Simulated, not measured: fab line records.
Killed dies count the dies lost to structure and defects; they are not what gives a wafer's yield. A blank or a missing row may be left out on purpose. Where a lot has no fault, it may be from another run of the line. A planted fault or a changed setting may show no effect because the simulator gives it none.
Which tool was responsible? -- flow gf180mcu -- 42 wafers from 14 lots sampled at 5 of the route's 602 steps

## WHAT EACH GAUGE READ, for each wafer
GF_VT_IMPLANT_TW_MEAS_10. Usual: VT_IMPLANT_TW 555, standard deviation 3.1.
lot,measured,on,VT_IMPLANT_TW,flag
L178,day 5 16:30,film-metro-03,559 558 560,
L180,day 6 09:33,film-metro-03,559 562 558,
L182,day 7 02:55,film-metro-03,557 559 558,
L183,day 7 12:11,film-metro-03,558 563 559,
L184,day 7 16:44,film-metro-03,558 557 559,
L187,day 8 10:36,film-metro-02,555 557 557,
L189,day 8 17:58,film-metro-02,551 556 556,
L195,day 10 03:44,film-metro-03,558 559 558,
L196,day 10 12:10,film-metro-02,556 556 554,
L197,day 10 15:37,film-metro-01,549 552 550,
L198,day 10 19:52,film-metro-01,550 551 553,
L199,day 11 03:49,film-metro-02,558 558 554,
L200,day 11 11:39,film-metro-01,554 555 558,
L201,day 11 15:17,film-metro-03,551 554 555,

GF_HV_LDD_TW_MEAS_23. Usual: HV_LDD_2_TW 1054, standard deviation 4.7.
lot,measured,on,HV_LDD_2_TW,flag
L178,day 11 00:19,film-metro-01,1046 1051 1055,
L180,day 11 17:31,film-metro-01,1060 1056 1060,
L182,day 12 14:16,film-metro-04,1053 1059 1062,
L183,day 13 03:17,film-metro-04,1054 1052 1054,
L184,day 13 09:53,film-metro-01,1060 1062 1059,
L187,day 14 07:19,film-metro-02,1059 1056 1052,
L189,day 14 17:02,film-metro-04,1046 1048 1041,
L195,day 16 09:10,film-metro-04,1059 1052 1055,
L196,day 16 23:53,film-metro-01,1235 1235 1230,OFF
L197,day 17 06:56,film-metro-01,1239 1243 1237,OFF
L198,day 17 09:37,film-metro-04,1052 1047 1053,
L199,day 17 15:59,film-metro-04,1053 1053 1052,
L200,day 18 10:32,film-metro-02,1056 1051 1059,
L201,day 18 09:23,film-metro-01,1055 1055 1053,

GF_HV_LDD_TW_MEAS_38. Usual: HV_LDD_3_TW 1431, standard deviation 6.2.
lot,measured,on,HV_LDD_3_TW,flag
L178,day 11 20:01,film-metro-04,1428 1428 1420,
L180,day 12 13:22,film-metro-01,1433 1426 1431,
L182,day 13 12:02,film-metro-04,1430 1434 1433,
L183,day 13 23:56,film-metro-02,1430 1437 1436,
L184,day 14 07:31,film-metro-02,1438 1442 1430,
L187,day 15 05:38,film-metro-04,1427 1428 1425,
L189,day 15 14:52,film-metro-04,1435 1426 1433,
L195,day 17 09:01,film-metro-01,1439 1429 1435,
L196,day 17 23:43,film-metro-02,1438 1437 1438,
L197,day 18 07:31,film-metro-04,1420 1421 1413,
L198,day 18 10:01,film-metro-01,1432 1436 1426,
L199,day 18 16:46,film-metro-01,1435 1435 1429,
L200,day 19 11:59,film-metro-02,1432 1438 1436,
L201,day 19 10:39,film-metro-02,1439 1439 1435,

GF_HV_LDD_THK_MEAS_55. Usual: HV_LDD_CVD_54_THK 9.96 nm, standard deviation 0.14.
lot,measured,on,HV_LDD_CVD_54_THK (nm),flag
L178,day 12 17:20,film-metro-04,10.32 10.20 10.27,
L180,day 13 11:03,film-metro-01,9.86 9.92 10.00,
L182,day 14 09:36,film-metro-04,9.93 9.91 10.08,
L183,day 14 22:08,film-metro-02,10.15 10.13 10.16,
L184,day 15 07:04,film-metro-02,9.86 9.93 9.74,
L187,day 16 05:30,film-metro-01,9.86 9.99 9.87,
L189,day 16 14:10,film-metro-01,9.90 10.03 9.73,
L195,day 18 10:53,film-metro-04,9.84 9.85 9.85,
L196,day 19 01:53,film-metro-01,9.97 9.84 10.11,
L197,day 19 09:09,film-metro-02,9.82 9.81 9.87,
L198,day 19 11:49,film-metro-01,9.88 10.00 9.79,
L199,day 19 19:24,film-metro-01,9.93 9.86 9.97,
L200,day 20 14:21,film-metro-02,10.04 10.08 10.13,
L201,day 20 12:45,film-metro-02,9.95 9.95 9.74,

## TOOL THAT RAN EACH LOT (tool first, then ch and the chambers of the sampled wafers, then the start)
lot,GF_HV_LDD_IMPLANT_21
L178,"implanter-02 ch 0, day 11 00:04"
L180,"implanter-03 ch 0, day 11 17:17"
L182,"implanter-02 ch 0, day 12 14:01"
L183,"implanter-02 ch 0, day 13 03:04"
L184,"implanter-03 ch 0, day 13 09:38"
L187,"implanter-04 ch 0, day 14 07:04"
L189,"implanter-04 ch 0, day 14 16:49"
L195,"implanter-02 ch 0, day 16 08:55"
L196,"implanter-04 ch 0, day 16 23:41"
L197,"implanter-04 ch 0, day 17 06:43"
L198,"implanter-03 ch 0, day 17 09:23"
L199,"implanter-02 ch 0, day 17 15:46"
L200,"implanter-02 ch 0, day 18 10:17"
L201,"implanter-02 ch 0, day 18 09:10"
- GF_HV_LDD_IMPLANT_21

## AS READ BY THE TOOLS THEMSELVES (means over the sampled wafers that have a number; for cases with no such wafer, the mark the record gives instead)
GF_HV_LDD_IMPLANT_21. Usual: dose-ions-cm2 4.999e+13, standard deviation 5.4e+10; end-station-pressure-torr 5.2e-06 Torr, standard deviation 2.9e-07; faraday-current-uA 282, standard deviation 5.2.
lot,tool,dose-ions-cm2,end-station-pressure-torr (Torr),faraday-current-uA,flag
L178,implanter-02,4.995e+13,5.2e-06,290,
L180,implanter-03,4.994e+13,5.5e-06,282,
L182,implanter-02,4.998e+13,5.4e-06,284,
L183,implanter-02,4.998e+13,5.4e-06,282,
L184,implanter-03,5.009e+13,5.1e-06,277,
L187,implanter-04,5.002e+13,5.1e-06,279,
L189,implanter-04,5.001e+13,5.1e-06,286,
L195,implanter-02,5.002e+13,5.1e-06,281,
L196,implanter-04,8.403e+13,5.2e-06,469,OFF
L197,implanter-04,8.404e+13,5.3e-06,477,OFF
L198,implanter-03,4.999e+13,5.1e-06,281,
L199,implanter-02,5.005e+13,5.2e-06,281,
L200,implanter-02,5.003e+13,5.3e-06,285,
L201,implanter-02,4.997e+13,5.2e-06,282,

## THE ANSWER, worked out from the rows above alone
Rule: lot off if the mean of its wafers having a number is beyond 3 standard deviations from the usual mean. A lot without any number at a reading at which 4 lots or more have one is off too. All remaining lots with rows at the step are treated as sound. Order of review: gauges by route order, followed by the tools' own readings, for which a lot's mean as printed above is used. The first step at which some lot is off is used, and at that step the reading that is off furthest; a lot without a number counts as furthest.
Off: L196, L197, at GF_HV_LDD_TW_MEAS_23 (HV_LDD_2_TW).
A tool fits if, at a process step before that reading, it ran every lot that is off, and no sound lot after the first of them. Not tried: the gauges at GF_HV_LDD_TW_MEAS_23; whatever is off there is also off at GF_HV_LDD_IMPLANT_21, on other tools, and gauge error can't account for it. One fits: implanter-04 at GF_HV_LDD_IMPLANT_21. A fault onset in the window from L189 (day 14 16:49, its last sound lot) to L196 (day 16 23:41, its first lot off) fits.
The tool's own readings at GF_HV_LDD_IMPLANT_21 bear it out: on the lots that are off they differ by more than 5 times the standard deviation of the sound lots' means. dose-ions-cm2 reads 8.404e+13 there against 5.000e+13 on the sound lots; faraday-current-uA reads 473 there against 282 on the sound lots.

## WHAT HAD BEEN PUT IN BY THE SIMULATOR
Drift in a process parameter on implanter-04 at GF_HV_LDD_IMPLANT_21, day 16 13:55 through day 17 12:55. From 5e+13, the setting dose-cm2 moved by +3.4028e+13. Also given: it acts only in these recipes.
Shown lots that were struck: L196, L197. The rule above found the same.
